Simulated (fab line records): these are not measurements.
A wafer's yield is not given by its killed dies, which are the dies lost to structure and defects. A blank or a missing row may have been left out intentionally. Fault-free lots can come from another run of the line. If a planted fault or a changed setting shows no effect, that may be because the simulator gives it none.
Problem report, 8D (eight disciplines) form, completed by code || flow sky130 || the parts of the form that need people (team, actions taken, sign-off) are left out

== 1. THE ISSUE ==
Mean of chamberPressurePa at SKY_METAL3_SPUTTER_04: 0.4411 Pa across 6 wafers in 2 lots; on wafers with no fault it is 0.3999 Pa (standard deviation 0.00086). Measured from the usual mean, that is +48 standard deviations.
The step: material TiN, target thk 70 nm, time 58.3 s.
First seen on wafer L525.4, day 41 17:15, on pvdSputter-03. Wafers with a number at this step in the record: 18, from 6 lots. Rule for "out" (also "out of limits"): further than 4 standard deviations from the usual mean. The other wafers with a number count as sound.

== 2. WHAT IT IS, AND WHAT IT ISN'T ==
{"question": "which readings at this step", "is": "chamberPressurePa", "is not": "-"}
{"question": "which lots", "is": "L525, L526", "is not": "L511, L515, L527, L531"}
{"question": "which wafers of those lots", "is": "all that have a number", "is not": "-"}
{"question": "read on which tools", "is": "pvdSputter-03", "is not": "pvdSputter-01"}
{"question": "when", "is": "from day 41 17:15", "is not": "up to then (6 sound wafers); but 6 sound wafers of L527, L531 came after"}

== 3. THE SUSPECTS, EACH WITH WHAT RULES IT OUT ==
Counting: a tool at a process step up to the reading stays a suspect if it ran every lot that is out and no sound lot after the first of them.
- cmp-01 at SKY_VIA2_CMP_24 (polishes, stops on SiO2, t overpolish 20 s, target thk 0 nm): ruled out as a lasting fault. Sound lots L531 ran on it after its first lot that is out, L525 (day 41 17:00).
- pvdSputter-03 at SKY_METAL3_SPUTTER_00 (material Ti, target thk 15 nm, time 10 s): kept. It processed each lot that is out, first L525 at day 41 17:09, and no sound lot thereafter; up to then, the last sound lot it processed was L511 at day 37 04:25.
- pvdSputter-03 at SKY_METAL3_SPUTTER_01 (material TiN, target thk 20 nm, time 16.7 s): kept. It processed each lot that is out, first L525 at day 41 17:10, and no sound lot thereafter; up to then, the last sound lot it processed was L511 at day 37 04:26.
- pvdSputter-03 at SKY_METAL3_SPUTTER_04 (material TiN, target thk 70 nm, time 58.3 s): kept. It processed each lot that is out, first L525 at day 41 17:15, and no sound lot thereafter; up to then, the last sound lot it processed was L511 at day 37 04:31. Out on those wafers are its own readings of chamberPressurePa.
Still standing after the count: pvdSputter-03 at SKY_METAL3_SPUTTER_00, pvdSputter-03 at SKY_METAL3_SPUTTER_01, pvdSputter-03 at SKY_METAL3_SPUTTER_04.

== 4. THE CAUSE (what the simulator had put in) ==
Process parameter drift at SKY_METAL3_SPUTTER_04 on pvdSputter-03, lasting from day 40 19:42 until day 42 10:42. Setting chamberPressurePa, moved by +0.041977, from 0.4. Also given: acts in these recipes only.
After counting, 3 suspects remain, this tool included.

== 5. THE CHAIN OF EFFECTS, in route order ==
One row per reading whose mean, taken over the struck wafers that have a number, lies over 3 standard deviations from the usual. Readings are gone through only where the record gives a usual standard deviation; hours: the median, over the lots, of the time from a lot's start at the first step in this table giving one to that lot's start at this step; sigmas: the change measured in usual standard deviations.
{"hours": 0, "step": "SKY_METAL3_SPUTTER_04", "reading": "chamberPressurePa", "usual": "0.3999 Pa", "on struck wafers": 0.4411, "change": "+0.0413", "sigmas": "+48"}
The process steps in it:
- SKY_METAL3_SPUTTER_04: material TiN, target thk 70 nm, time 58.3 s.

== 6. WHAT WOULD HAVE CAUGHT IT SOONER ==
22 hours passed between the start of the fault at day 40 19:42 and the first reading out of limits in this record, taken at day 41 17:15.
